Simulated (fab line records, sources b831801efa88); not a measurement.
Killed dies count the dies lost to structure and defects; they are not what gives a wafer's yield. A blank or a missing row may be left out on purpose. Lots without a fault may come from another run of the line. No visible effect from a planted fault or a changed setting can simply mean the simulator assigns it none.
fab line records	flow sky130
[record] lots = 6	wafers = 18	last_day = 50
route steps=708 shown FIELD_ISO@1
lots untouched by any fault: they come from a run of this same line in which no faults occurred
start_h: start of the lot's first displayed wafer, in hours after the record's first day	wait_h: how many hours have passed since the lot's step before this one	" as in the row above	L1.1+2: a single row standing in for several wafers	- no value present, or no start provided	* or withheld: withheld	< > ~ a bound
route shown NAME@n: a module of which the file shows steps, and the number in the route of the first	usual: mean/standard deviation of fault-free wafers	same: alike in all rows	chamber/n: place in a boat	sites: the reading at each site	_std_site: the values' standard deviation	_edge_site: inner sites' mean taken away from outer sites' mean	radius_mm: for every site, how far away it sits from the centre of the wafer	mask NAME#n: copy n	behind: the tool/chamber that last shaped the wafer	hold: why the lot went on hold/how many hours it stayed there/how the hold came to an end	device: transistor that didn't switch, given as n, p or np	end of line: the tests these same wafers got at the end of their route	where a step has no rows: the recipe by itself	killed: not the wafer's yield, but the dies lost to structure and defects at the first sort	map: a wafer's dies, x killed, . not, _ none there
set.NAME: setting as actually run; set.NAME@STEP: the setting as run at that earlier step	model.NAME: the simulator's own value behind a step, which no gauge read
certain route steps with their lots: each step a table, each wafer a row
services: a tool's chamber out of use, with start hour (start_h, from the record's first day; less than 0 if before it), hours out, and reason
[[steps]]
[step SKY_FIELD_ISO_BOW_MEAS_00]
[recipe] mode = bow
[usual] INCOMING_BOW = 0/5.3
lot.wafer	tool	chamber	start_h	wait_h	INCOMING_BOW[um]
L138.1	film_metro-01	-	30.00	-	0
L138.2	"	-	"	"	1
L138.3	"	-	"	"	-4
L140.3	film_metro-02	-	40.04	-	6
L140.4	"	-	"	"	6
L140.5	"	-	"	"	0
L143.1	film_metro-02	-	55.00	-	-3
L143.3	"	-	"	"	-3
L143.5	"	-	"	"	-8
L148.1	film_metro-03	-	80.00	-	-2
L148.2	"	-	"	"	-7
L148.5	"	-	"	"	-3
L150.2	film_metro-03	-	90.02	-	0
L150.3	"	-	"	"	-11
L150.6	"	-	"	"	4
L151.1	film_metro-03	-	95.02	-	8
L151.4	"	-	"	"	1
L151.5	"	-	"	"	2
[step SKY_FIELD_ISO_OXIDATION_01]
[recipe] temp_c = 900	ambient = O2	stabilise_s = 600	purge_s = 300	target_thk_a = 120	ox_time_s = 1843
[step SKY_FIELD_ISO_THK_MEAS_02]
[recipe] reads = SiO2_of_FIELD_ISO_OXIDATION_01
[usual] FIELD_ISO_OXIDATION_00_THK = 11.89/0.23
lot.wafer	tool	chamber	start_h	wait_h	FIELD_ISO_OXIDATION_00_THK[nm]
L138.1	film_metro-01	-	33.83	0.0	11.71
L138.2	"	-	"	"	11.51
L138.3	"	-	"	"	11.69
L140.3	film_metro-01	-	41.65	0.0	11.75
L140.4	"	-	"	"	11.76
L140.5	"	-	"	"	11.91
L143.1	film_metro-03	-	58.45	0.0	11.97
L143.3	"	-	"	"	11.89
L143.5	"	-	"	"	11.91
L148.1	film_metro-02	-	81.72	0.0	12.16
L148.2	"	-	"	"	12.28
L148.5	"	-	"	"	12.11
L150.2	film_metro-02	-	94.39	0.0	11.84
L150.3	"	-	"	"	11.92
L150.6	"	-	"	"	12.02
L151.1	film_metro-02	-	97.97	0.0	12.23
L151.4	"	-	"	"	12.14
L151.5	"	-	"	"	11.96
[step SKY_FIELD_ISO_CVD_03]
[recipe] material = Si3N4	precursor = DCS/NH3	target_thk_nm = 165	temp_c = 770	time_s = 2830	pressure_mtorr = 250
[step SKY_FIELD_ISO_THK_MEAS_04]
[recipe] reads = Si3N4_of_FIELD_ISO_CVD_03
[usual] FIELD_ISO_CVD_03_THK = 164.6/1.4
lot.wafer	tool	chamber	start_h	wait_h	FIELD_ISO_CVD_03_THK[nm]
L138.1	film_metro-01	-	36.66	0.0	166.3
L138.2	"	-	"	"	165.5
L138.3	"	-	"	"	166.5
L140.3	film_metro-01	-	43.50	0.0	162.4
L140.4	"	-	"	"	162.7
L140.5	"	-	"	"	163.1
L143.1	film_metro-01	-	60.29	0.0	162.7
L143.3	"	-	"	"	163.8
L143.5	"	-	"	"	163.1
L148.1	film_metro-01	-	83.56	0.0	164.1
L148.2	"	-	"	"	163.4
L148.5	"	-	"	"	162.8
L150.2	film_metro-03	-	96.23	0.0	165.5
L150.3	"	-	"	"	166.2
L150.6	"	-	"	"	165.9
L151.1	film_metro-03	-	99.82	0.0	163.9
L151.4	"	-	"	"	163.3
L151.5	"	-	"	"	163.3
[step SKY_FIELD_ISO_DEHYDRATE_05]
[recipe] temp_c = 200	time_s = 60
[step SKY_FIELD_ISO_HMDS_06]
[recipe] prime_time_s = 60	prime_temp_c = 120
[step SKY_FIELD_ISO_COAT_07]
[recipe] resist = BARC	temp_c = withheld	time_s = withheld	spin_rpm = 3000	resist_thk_nm = 60
[step SKY_FIELD_ISO_COAT_08]
[recipe] resist = KrF-thick	spin_rpm = 3000	resist_thk_nm = 450
[step SKY_FIELD_ISO_SOFTBAKE_09]
[recipe] temp_c = 100.3	time_s = 90	resist = KrF-thick
[step SKY_FIELD_ISO_EXPOSE_10]
[recipe] mask_id = FOM	na = 0.68	source_shape = annular	sigma_inner = 0.4	sigma_outer = 0.8	target_cd_nm = 150	dose_mj = 28
[step SKY_FIELD_ISO_PEB_11]
[recipe] peb_temp_c = withheld	peb_time_s = withheld	resist = KrF-thick
[usual] chill_plate_temp_C = *	exhaust_pa = 45.0/0.91
lot.wafer	tool	chamber	start_h	wait_h	chill_plate_temp_C	exhaust_pa
L138.1	litho_track-02	0	53	-	*	44.5
L138.2	"	0	"	"	*	46.1
L138.3	"	0	"	"	*	44.5
L140.3	litho_track-02	0	60	-	*	45.2
L140.4	"	0	"	"	*	46.5
L140.5	"	0	"	"	*	45.8
L143.1	litho_track-04	0	76	-	*	45.5
L143.3	"	0	"	"	*	44.6
L143.5	"	0	77	-	*	44.3
L148.1	litho_track-03	0	101	-	*	46.1
L148.2	"	0	"	"	*	44.5
L148.5	"	0	"	"	*	46.0
L150.2	litho_track-04	-	113	-	-	-
L150.3	"	-	"	"	-	-
L150.6	"	-	114	-	-	-
L151.1	litho_track-03	-	117	-	-	-
L151.4	"	-	"	"	-	-
L151.5	"	-	"	"	-	-
[step SKY_FIELD_ISO_DEVELOP_12]
[recipe] develop_time_s = 60	resist = KrF-thick	dev_temp_c = 21
[[services]]
tool	chamber	start_h	hours	kind
litho_track-02	-	78.03	-	consumable_replace:filter
[[key]]
[first_sign] step = SKY_FIELD_ISO_PEB_11	reading = tool_record	direction = missing
effect none on later readings
met_at SKY_FIELD_ISO_PEB_11
struck_wafers L150.2,L150.3,L150.6,L151.1,L151.4,L151.5
later_rows_left_out L150.2,L150.3,L150.6,L151.1,L151.4,L151.5
sort_left_out L150.2,L150.3,L150.6,L151.1,L151.4,L151.5
tester_left_out L150,L151
onset_between 101 113
[fault] kind = skipped_step_whole	tool = litho_track-03,litho_track-04	chamber = -	onset_h = 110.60	steps = SKY_FIELD_ISO_PEB_11	scope = struck_lots_only
// tester_left_out: of these lots the tester's yield and bins aren't shown, on N5 and GAA mostly nor the transistor test; their killed dies are dies lost to structure and defects alone, not to doping, threshold or leakage, so they don't give the yield
// sort_left_out: the simulated sort isn't trusted on such a fault, so these wafers' sort isn't shown, and their yield isn't known
// later_rows_left_out: the simulator's readings of these wafers behind a module that went badly wrong aren't trusted and aren't shown, but for the sort
